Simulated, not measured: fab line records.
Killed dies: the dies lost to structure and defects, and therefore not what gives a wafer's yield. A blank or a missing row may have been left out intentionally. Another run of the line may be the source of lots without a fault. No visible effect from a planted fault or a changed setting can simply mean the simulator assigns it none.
fab line records	flow gf180mcu
[record] lots = 12	wafers = 36	last-day = 34
route steps=602 shown HV_LDD@228 SALICIDE@280 CONTACT@289
lots untouched by any fault: they come from a run of this same line in which no faults occurred
start-h: hours from the record's opening day to when the first of the lot's shown wafers began	wait-h: hours since the lot's step before	" repeats the value in the row above	L1.1+2: a row that stands for several wafers	- no value present, or no start provided	* or withheld: withheld	< > ~ a bound
route shown NAME@n: a module of which the file shows steps, and the number in the route of the first	usual: mean/standard deviation of fault-free wafers	same: alike in all rows	chamber/n: place in a boat	sites: per-site readings	_std_site: standard deviation of those values	_edge_site: inner sites' mean taken away from outer sites' mean	radius-mm: how far each site lies from the wafer's centre	mask NAME#n: copy n	behind: tool/chamber where the wafer was last shaped	hold: why the lot was held/for how many hours/how that ended	device: names the non-switching transistor (n, p or np)	end of line: at the end of the route, the tests of the same wafers	a step with no rows: only its recipe	killed: not the wafer's yield, but the dies lost to structure and defects at the first sort	map: dies across one wafer; x = killed, . = not, _ = none there
set.NAME: the setting as run; set.NAME@STEP: as run at that earlier step	model.NAME: the simulator's own value behind a step, which no gauge read
one table for each step of the route and one row for each wafer, over a sample of lots
services: the hour from which a tool's chamber was out of use, counted from the record's first day as start-h (under 0 if before that day), plus the number of hours and why
[[steps]]
[step GF_HV_LDD_RTA_52]
[recipe] temp-c = 1000	time-s = 10	ambient = N2
[usual] lamp-power-pct = 32.0/1.5	wafer_temp_C_max = 1005.4/1.4
lot.wafer	tool	chamber	start-h	wait-h	lamp-power-pct	wafer_temp_C_max
L201.2	rtp-anneal-02	0	271.32	0.0	33.7	1004.6
L201.3	"	0	"	"	33.7	1004.1
L201.5	"	0	"	"	33.7	1003.4
L202.3	rtp-anneal-02	0	281.03	0.0	33.7	1005.1
L202.4	"	0	"	"	33.7	1004.7
L202.6	"	0	"	"	33.7	1004.7
L204.4	rtp-anneal-02	0	297.81	0.0	33.7	1004.4
L204.5	"	0	"	"	33.7	1004.3
L204.6	"	0	"	"	33.7	1003.0
L205.2	rtp-anneal-01	0	306.10	0.0	30.6	1005.7
L205.3	"	0	"	"	30.7	1007.6
L205.6	"	0	"	"	30.7	1005.2
L207.3	rtp-anneal-01	0	317.11	0.0	30.6	1004.6
L207.4	"	0	"	"	30.6	1008.5
L207.6	"	0	"	"	30.6	1005.5
L210.1	rtp-anneal-01	0	347.41	0.0	30.7	1006.3
L210.4	"	0	"	"	30.6	1006.6
L210.6	"	0	"	"	30.7	1006.2
L213.2	rtp-anneal-01	0	370.42	0.0	30.7	1005.2
L213.3	"	0	"	"	30.6	1005.8
L213.5	"	0	"	"	30.7	1007.1
L218.2	rtp-anneal-02	0	414.82	0.0	33.8	1003.0
L218.3	"	0	"	"	33.7	1003.1
L218.6	"	0	"	"	33.7	1003.0
L219.1	rtp-anneal-02	0	421.94	0.0	33.7	1005.5
L219.4	"	0	"	"	33.7	1004.8
L219.5	"	0	"	"	33.7	1003.9
L221.1	rtp-anneal-01	0	435.08	0.0	30.7	1008.9
L221.4	"	0	"	"	30.7	1004.6
L221.6	"	0	"	"	30.6	1006.1
L222.2	rtp-anneal-02	0	446.47	0.0	33.7	1005.4
L222.3	"	0	"	"	33.7	1002.8
L222.6	"	0	"	"	33.7	1007.3
L224.4	rtp-anneal-01	0	459.39	0.0	30.6	1006.8
L224.5	"	0	"	"	30.7	1004.9
L224.6	"	0	"	"	30.6	1005.4
[step GF_SALICIDE_SPUTTER_02]
[recipe] material = Co	target-thk-nm = 10	power-w = 1000	time-s = 20	chamber-pressure-pa = 0.4
[usual] chamber-pressure-pa = 0.3999/0.00081	throttle-valve-pct = 30.2/1
lot.wafer	tool	chamber	start-h	wait-h	chamber-pressure-pa	throttle-valve-pct
L201.2	pvd-sputter-02	-	337.18	0.0	0.3997	29.1
L201.3	"	-	"	"	0.3993	29.8
L201.5	"	-	"	"	0.4004	28.9
L202.3	pvd-sputter-03	-	348.07	0.0	0.4008	30.5
L202.4	"	-	"	"	0.4003	30.8
L202.6	"	-	"	"	0.4005	28.5
L204.4	pvd-sputter-02	-	365.88	0.0	0.3999	29.1
L204.5	"	-	"	"	0.3996	28.8
L204.6	"	-	"	"	0.3985	29.4
L205.2	pvd-sputter-03	-	376.08	0.0	0.3993	31.0
L205.3	"	-	"	"	0.3999	31.4
L205.6	"	-	"	"	0.3991	30.6
L207.3	pvd-sputter-02	-	387.99	0.0	0.4020	28.7
L207.4	"	-	"	"	0.3996	29.5
L207.6	"	-	"	"	0.3991	30.3
L210.1	pvd-sputter-03	-	418.24	0.0	0.4001	30.3
L210.4	"	-	"	"	0.4006	28.3
L210.6	"	-	"	"	0.4017	28.3
L213.2	pvd-sputter-02	-	445.09	0.0	0.3997	29.6
L213.3	"	-	"	"	0.3996	28.8
L213.5	"	-	"	"	0.4003	28.8
L218.2	pvd-sputter-02	-	490.60	0.0	0.3998	29.9
L218.3	"	-	"	"	0.3988	31.3
L218.6	"	-	"	"	0.3984	31.8
L219.1	pvd-sputter-03	-	496.19	0.0	0.3997	31.4
L219.4	"	-	"	"	0.3997	30.5
L219.5	"	-	"	"	0.4007	30.3
L221.1	pvd-sputter-04	-	511.30	0.0	0.3993	31.1
L221.4	"	-	"	"	0.3997	28.9
L221.6	"	-	"	"	0.3993	31.5
L222.2	pvd-sputter-04	-	521.53	0.0	0.3988	30.9
L222.3	"	-	"	"	0.3998	29.1
L222.6	"	-	"	"	0.4005	31.1
L224.4	pvd-sputter-03	-	534.09	0.0	0.4000	31.6
L224.5	"	-	"	"	0.3981	31.0
L224.6	"	-	"	"	0.3990	31.8
[step GF_CONTACT_CVD_02]
[recipe] material = SiO2	target-thk-nm = 860	precursor = TEOS	temp-c = 400	time-s = 95.992	rf-w = 600
[usual] heater-power-w = 708/130
lot.wafer	tool	chamber	start-h	wait-h	heater-power-w
L201.2	pecvd-03	1	337.83	0.0	766
L201.3	"	0	"	"	885
L201.5	"	0	"	"	706
L202.3	pecvd-01	0	348.79	0.0	612
L202.4	"	1	"	"	658
L202.6	"	0	"	"	465
L204.4	pecvd-01	1	366.54	0.1	584
L204.5	"	0	"	"	506
L204.6	"	2	"	"	681
L205.2	pecvd-02	2	376.71	0.0	671
L205.3	"	0	"	"	741
L205.6	"	0	"	"	781
L207.3	pecvd-02	2	388.63	0.0	723
L207.4	"	2	"	"	579
L207.6	"	1	"	"	954
L210.1	pecvd-01	2	418.87	0.1	667
L210.4	"	2	"	"	712
L210.6	"	0	"	"	598
L213.2	pecvd-03	2	445.72	0.0	669
L213.3	"	1	"	"	773
L213.5	"	0	"	"	825
L218.2	pecvd-02	1	491.23	0.0	912
L218.3	"	1	"	"	962
L218.6	"	2	"	"	571
L219.1	pecvd-02	1	496.82	0.1	933
L219.4	"	2	"	"	679
L219.5	"	1	"	"	1033
L221.1	pecvd-03	1	511.95	0.1	750
L221.4	"	2	"	"	647
L221.6	"	0	"	"	867
L222.2	pecvd-01	2	522.16	0.0	688
L222.3	"	0	"	"	503
L222.6	"	2	"	"	582
L224.4	pecvd-03	2	534.75	0.1	693
L224.5	"	0	"	"	720
L224.6	"	1	"	"	610
[step GF_CONTACT_THK_MEAS_03]
[recipe] reads = SiO2_of_CONTACT_CVD_02
[usual] CONTACT_CVD_02_THK = 858/12
lot.wafer	tool	chamber	start-h	wait-h	CONTACT_CVD_02_THK[nm]
L201.2	film-metro-03	-	337.91	0.0	840
L201.3	"	-	"	"	856
L201.5	"	-	"	"	869
L202.3	film-metro-04	-	348.88	0.1	836
L202.4	"	-	"	"	862
L202.6	"	-	"	"	851
L204.4	film-metro-04	-	366.61	0.0	877
L204.5	"	-	"	"	869
L204.6	"	-	"	"	868
L205.2	film-metro-01	-	376.79	0.0	846
L205.3	"	-	"	"	861
L205.6	"	-	"	"	875
L207.3	film-metro-04	-	388.72	0.1	839
L207.4	"	-	"	"	853
L207.6	"	-	"	"	857
L210.1	film-metro-04	-	418.94	0.0	848
L210.4	"	-	"	"	860
L210.6	"	-	"	"	873
L213.2	film-metro-01	-	445.80	0.0	855
L213.3	"	-	"	"	863
L213.5	"	-	"	"	879
L218.2	film-metro-01	-	491.34	0.1	861
L218.3	"	-	"	"	599
L218.6	"	-	"	"	602
L219.1	film-metro-01	-	496.92	0.1	849
L219.4	"	-	"	"	604
L219.5	"	-	"	"	870
L221.1	film-metro-04	-	512.02	0.0	853
L221.4	"	-	"	"	862
L221.6	"	-	"	"	868
L222.2	film-metro-04	-	522.24	0.0	861
L222.3	"	-	"	"	863
L222.6	"	-	"	"	869
L224.4	film-metro-01	-	534.82	0.0	862
L224.5	"	-	"	"	867
L224.6	"	-	"	"	880
[step GF_CONTACT_CMP_04]
[recipe] material = SiO2	down-force-psi = 4	platen-rpm = 60	pad-velocity-m-s = 0.94248
[usual] motor-current-A = 11.6/0.97	time-to-endpoint-s = 108/5.9
lot.wafer	tool	chamber	start-h	wait-h	motor-current-A	time-to-endpoint-s
L201.3	cmp-01	2	337.96	0.0	11.3	106
L201.2	"	3	"	"	12.3	107
L201.5	"	2	"	"	11.4	112
L202.3	cmp-01	0	349.02	0.1	12.5	101
L202.4	"	1	"	"	11.2	109
L202.6	"	2	"	"	11.2	104
L204.4	cmp-01	1	366.74	0.1	11.2	111
L204.5	"	3	"	"	11.8	114
L204.6	"	0	"	"	12.9	106
L205.2	cmp-02	2	376.89	0.1	11.6	110
L205.3	"	3	"	"	9.5	110
L205.6	"	2	"	"	11.6	121
L207.3	cmp-02	0	388.76	0.0	13.2	103
L207.4	"	3	"	"	10.8	107
L207.6	"	1	"	"	11.3	105
L210.1	cmp-02	0	419.05	0.1	14.1	109
L210.4	"	1	"	"	10.8	107
L210.6	"	3	"	"	10.2	119
L213.3	cmp-02	1	445.91	0.1	11.6	107
L213.2	"	2	"	"	11.5	108
L213.5	"	2	"	"	11.4	113
L218.3	cmp-02	2	491.39	0.0	11.8	12
L218.2	"	3	"	"	10.5	110
L218.6	"	3	"	"	11.2	14
L219.4	cmp-01	2	497.08	0.1	11.6	15
L219.1	"	3	"	"	12.4	109
L219.5	"	0	"	"	11.8	108
L221.1	cmp-02	3	512.13	0.1	10.1	105
L221.4	"	0	"	"	14.2	109
L221.6	"	2	"	"	11.3	116
L222.3	cmp-01	3	522.39	0.1	12.1	114
L222.2	"	0	"	"	12.9	110
L222.6	"	2	"	"	11.3	114
L224.4	cmp-01	1	534.85	0.0	10.4	111
L224.6	"	1	"	"	10.8	115
L224.5	"	2	"	"	11.5	108
[step GF_CONTACT_RS_MEAS_25]
[recipe] thk-meas-gauge = four-point-probe	reads = W_of_CONTACT_CVD_24+TiN_of_CONTACT_SPUTTER_23+Ti_of_CONTACT_SPUTTER_22
[usual] CONTACT_W_RS = 0.382/0.0054
lot.wafer	tool	chamber	start-h	wait-h	CONTACT_W_RS[ohm/sq]
L201.2	film-metro-03	-	360.56	0.1	0.380
L201.3	"	-	"	"	0.373
L201.5	"	-	"	"	0.376
L202.3	film-metro-04	-	371.98	0.1	0.390
L202.4	"	-	"	"	0.382
L202.6	"	-	"	"	0.379
L204.4	film-metro-01	-	390.80	0.1	0.383
L204.5	"	-	"	"	0.376
L204.6	"	-	"	"	0.388
L205.2	film-metro-03	-	399.99	0.1	0.377
L205.3	"	-	"	"	0.376
L205.6	"	-	"	"	0.388
L207.3	film-metro-03	-	411.90	0.1	0.387
L207.4	"	-	"	"	0.381
L207.6	"	-	"	"	0.384
L210.1	film-metro-01	-	444.31	0.1	0.383
L210.4	"	-	"	"	0.384
L210.6	"	-	"	"	0.379
L213.2	film-metro-01	-	470.90	0.1	0.375
L213.3	"	-	"	"	0.388
L213.5	"	-	"	"	0.381
L218.2	film-metro-01	-	516.03	0.1	0.379
L218.3	"	-	"	"	0.382
L218.6	"	-	"	"	0.384
L219.1	film-metro-01	-	521.60	0.1	0.386
L219.4	"	-	"	"	0.377
L219.5	"	-	"	"	0.381
L221.1	film-metro-01	-	536.30	0.1	0.378
L221.4	"	-	"	"	0.378
L221.6	"	-	"	"	0.376
L222.2	film-metro-04	-	546.04	0.1	0.376
L222.3	"	-	"	"	0.373
L222.6	"	-	"	"	0.377
L224.4	film-metro-01	-	558.67	0.1	0.376
L224.5	"	-	"	"	0.389
L224.6	"	-	"	"	0.381
[[services]]
tool	chamber	start-h	hours	kind
pecvd-03	0	250.32	2.6	repair
rtp-anneal-02	-	273.93	5.5	pm
pvd-sputter-02	-	287.31	1.5	repair
cmp-02	-	288.43	1.7	repair
pecvd-03	-	292.77	14.6	pm
pecvd-02	-	304.29	1.4	repair
cmp-02	-	305.11	0.2	repair
cmp-01	-	312.64	2.3	repair
pecvd-03	0	328.46	7.3	repair
cmp-02	-	341.72	4.5	pm
pecvd-03	-	368.88	14.0	pm
pvd-sputter-03	-	397.81	1.4	repair
cmp-02	-	404.13	4.0	pm
pvd-sputter-03	-	420.59	18.3	repair
pvd-sputter-03	-	428.16	3.1	repair
cmp-02	-	434.86	1.0	repair
cmp-01	-	442.92	4.0	pm
rtp-anneal-02	-	447.52	55.9	pm
pvd-sputter-03	-	458.45	15.5	repair
pvd-sputter-03	-	481.06	3.0	repair
cmp-02	-	499.08	1.5	repair
cmp-01	-	502.89	1.2	repair
cmp-01	-	529.40	1.8	repair
pvd-sputter-02	-	533.96	1.3	repair
[[key]]
[first-sign] step = GF_CONTACT_THK_MEAS_03	reading = CONTACT_CVD_02_THK	direction = down	sigmas = 21	usual = 858	struck = 602
[effect] step = GF_CONTACT_CMP_04	reading = time-to-endpoint-s	direction = down	sigmas = 16	usual = *	struck = *
met-at GF_CONTACT_CVD_02
struck-lots L218,L219
struck-wafers L218.3,L218.6,L219.4
tester-left-out L218,L219
not-acting-at GF_HV_LDD_RTA_52,GF_SALICIDE_SPUTTER_02,GF_CONTACT_RS_MEAS_25
onset-between 388.63 491.23
[fault] kind = process-parameter-drift	tool = pecvd-02	chamber = -	onset-h = 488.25	steps = GF_CONTACT_CVD_02	channel = target-thk-nm	offset = -251.81	shape = step	end-h = 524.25	scope = struck-wafers-only	acts-in = these-recipes-only	stated = 860
// tester-left-out: of these lots the tester's yield and bins aren't shown, on N5 and GAA mostly nor the transistor test; their killed dies are dies lost to structure and defects alone, not to doping, threshold or leakage, so they don't give the yield
